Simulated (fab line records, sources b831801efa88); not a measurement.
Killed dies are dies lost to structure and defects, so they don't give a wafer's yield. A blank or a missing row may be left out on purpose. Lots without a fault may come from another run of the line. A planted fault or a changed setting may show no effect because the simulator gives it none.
A struck lot beside a sound one | flow sky130 | 44 steps out of a route of 708
Sound: wafers L801.1, L801.5, L801.6. Struck: wafers L814.2, L814.4, L814.6. The cause comes at the end.
At each step with rows: each side's tool, then ch and its chambers, then its first start. Under that, the readings that differ: sound wafers | struck wafers | difference of the means | sigmas: that difference in standard deviations of wafers without a fault.
alike: readings whose means differ by less than 2 such deviations, and words and numbers that are the same on both sides. not compared: withheld readings, readings that some wafer has no value for, bounds like >300 that may hide the same value, and numbers for which the record gives no deviation and whose values overlap.
The two part at a step that has a row with sigmas, a row that says differs or no value, or rows on one side only. Numbers that don't overlap but have no deviation are shown without sigmas and don't part them. A reading that every wafer of one side lacks parts them only if that side has two wafers or more.

first, 2 steps without rows for these wafers: SKY_DNWELL_DEVELOP_06 (develop time 60 s); SKY_DNWELL_IMPLANT_07.
SKY_DNWELL_STRIP_08: strips in O2/N2.
  sound on plasma_asher-02 ch 0,1, day 3 01:41; struck on plasma_asher-04 ch 0,1, day 6 04:02
  alike: drypump_motor_current_A, oes_product_au, strip_time_to_endpoint_s
  not compared: rf_hours_counter_h
SKY_DNWELL_TW_MEAS_09:
  sound on film_metro-02, day 3 01:47; struck on film_metro-04, day 6 04:08
  alike: DNWELL_TW
then, 7 steps without rows for these wafers: SKY_PWDE_DEHYDRATE_00 (time 60 s); SKY_PWDE_HMDS_01 (prime time 60 s); SKY_PWDE_COAT_02 (resist thk 3000 nm); SKY_PWDE_SOFTBAKE_03; SKY_PWDE_EXPOSE_04 (exposes mask PWDEM, target cd 840 nm); SKY_PWDE_PEB_05; SKY_PWDE_DEVELOP_06 (develop time 60 s).
SKY_PWDE_OVL_MEAS_07:
  sound on overlay-01, day 3 17:22; struck on overlay-01, day 6 22:46
  alike: PWDE_OVL
SKY_PWDE_IMPLANT_08:
  sound on implanter-03 ch 0, day 3 17:24; struck on implanter-01 ch 0, day 6 22:49
  reading            | sound                         | struck                        | difference | sigmas
  dose_ions_cm2      | 3.597e+12 3.594e+12 3.598e+12 | 3.256e+12 3.258e+12 3.267e+12 | -3.360e+11 | -84
  faraday_current_uA | 21.1 20.7 19.5                | 18.5 18.4 18.3                | -2.0       | -5
  alike: end_station_pressure_torr
SKY_PWDE_STRIP_09: strips in O2/N2.
  sound on plasma_asher-01 ch 0,1, day 3 17:33; struck on plasma_asher-01 ch 0,1, day 6 22:56
  alike: drypump_motor_current_A, oes_product_au, strip_time_to_endpoint_s
  not compared: rf_hours_counter_h
SKY_PWDE_TW_MEAS_10:
  sound on film_metro-02, day 3 17:39; struck on film_metro-02, day 6 23:03
  reading | sound             | struck            | difference | sigmas
  PWDE_TW | 370.9 372.2 371.8 | 363.3 361.6 359.2 | -10.3      | -4
then, 7 steps without rows for these wafers: SKY_NWELL_DEHYDRATE_03 (time 60 s); SKY_NWELL_HMDS_04 (prime time 60 s); SKY_NWELL_COAT_05 (resist thk 3000 nm); SKY_NWELL_SOFTBAKE_06; SKY_NWELL_EXPOSE_07 (exposes mask NWM, target cd 840 nm); SKY_NWELL_PEB_08; SKY_NWELL_DEVELOP_09 (develop time 60 s).
SKY_NWELL_OVL_MEAS_10:
  sound on overlay-02, day 4 10:04; struck on overlay-01, day 7 19:31
  alike: NWELL_00_OVL
then, 3 steps without rows for these wafers: SKY_NWELL_IMPLANT_11; SKY_NWELL_IMPLANT_12; SKY_NWELL_IMPLANT_13.
SKY_NWELL_STRIP_14: strips in O2/N2.
  sound on plasma_asher-03 ch 0,1, day 4 10:33; struck on plasma_asher-03 ch 1, day 7 20:00
  alike: drypump_motor_current_A, oes_product_au, strip_time_to_endpoint_s
  not compared: rf_hours_counter_h
SKY_NWELL_TW_MEAS_15:
  sound on film_metro-04, day 4 10:39; struck on film_metro-02, day 7 20:07
  reading  | sound          | struck         | difference | sigmas
  NWELL_TW | 1836 1830 1824 | 1791 1798 1785 | -39        | -4
then, 7 steps without rows for these wafers: SKY_NWELL_DEHYDRATE_16 (time 60 s); SKY_NWELL_HMDS_17 (prime time 60 s); SKY_NWELL_COAT_18 (resist thk 3000 nm); SKY_NWELL_SOFTBAKE_19; SKY_NWELL_EXPOSE_20 (exposes mask NWM COMPLEMENT, target cd 840 nm); SKY_NWELL_PEB_21; SKY_NWELL_DEVELOP_22 (develop time 60 s).
SKY_NWELL_OVL_MEAS_23:
  sound on overlay-01, day 5 04:56; struck on overlay-02, day 8 16:25
  alike: NWELL_01_OVL
then, 1 step without rows for these wafers: SKY_NWELL_IMPLANT_24.
SKY_NWELL_STRIP_25: strips in O2/N2.
  sound on plasma_asher-04 ch 0,1, day 5 05:07; struck on plasma_asher-01 ch 0,1, day 8 16:36
  alike: drypump_motor_current_A, oes_product_au, strip_time_to_endpoint_s
  not compared: rf_hours_counter_h
SKY_NWELL_TW_MEAS_26:
  sound on film_metro-04, day 5 05:13; struck on film_metro-02, day 8 16:43
  reading    | sound       | struck      | difference | sigmas
  NWELL_2_TW | 496 494 494 | 488 487 489 | -7         | -2
then, 1 step without rows for these wafers: SKY_NWELL_CLEAN_27 (cleans in SC1/SC2, time 150 s).
SKY_NWELL_RTA_28: time 30 s.
  sound on rtp_anneal-02 ch 0, day 5 05:19; struck on rtp_anneal-01 ch 0, day 8 16:50
  alike: lamp_power_pct, ramp_up_c_per_s, wafer_temp_C_max
SKY_NWELL_RS_MEAS_29: measures by four-point-probe.
  sound on film_metro-02, day 5 05:25; struck on film_metro-02, day 8 16:56
  alike: NWELL_RS
SKY_NWELL_RS_MEAS_31: measures by four-point-probe.
  sound on film_metro-02, day 5 05:40; struck on film_metro-02, day 8 17:10
  reading          | sound          | struck         | difference | sigmas
  PWDE_RS (ohm/sq) | 5276 5267 5280 | 5710 5711 5739 | +446       | +28
-- the record jumps here: 40 days lie between the struck wafers' starts before and after (it left off in module NWELL and takes up again in module PAD_OPEN, whose first step shown is number 708 of the route) --
SKY_PAD_OPEN_PROBE_99:
  sound on prober-01, day 45 16:23; struck on prober-01, day 49 01:53
  reading                                   | sound                         | struck                        | difference | sigmas
  model.etest.res_p_drift_20v.line_ohm_um   | 1.121e+04 1.193e+04 1.123e+04 | 1.285e+04 1.256e+04 1.222e+04 | +1.087e+03 |
  model.etest.res_p_drift_20v.rs_ohm_sq     | 9312 9939 9329                | 1.074e+04 1.067e+04 1.032e+04 | +1.050e+03 |
  model.etest.res_pwde_under_gate.rs_ohm_sq | 6222 6190 6234                | 6718 6723 6745                | +513       |
  alike: killed_at_M0_to_M3, killed_at_M4_up, killed_at_contacts, killed_at_front_end, killed_at_other, killed_dies, killed_on_rim, killed_open, killed_short

WHERE THEY PART
First at SKY_PWDE_IMPLANT_08; last, within this record, at SKY_NWELL_RS_MEAS_31. Later steps at which nothing parts them and some readings are alike: SKY_PAD_OPEN_PROBE_99.

WHY: what the simulator had put in
Process parameter drift: implanter-01, from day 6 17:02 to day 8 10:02, at SKY_PWDE_IMPLANT_08. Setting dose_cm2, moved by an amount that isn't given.
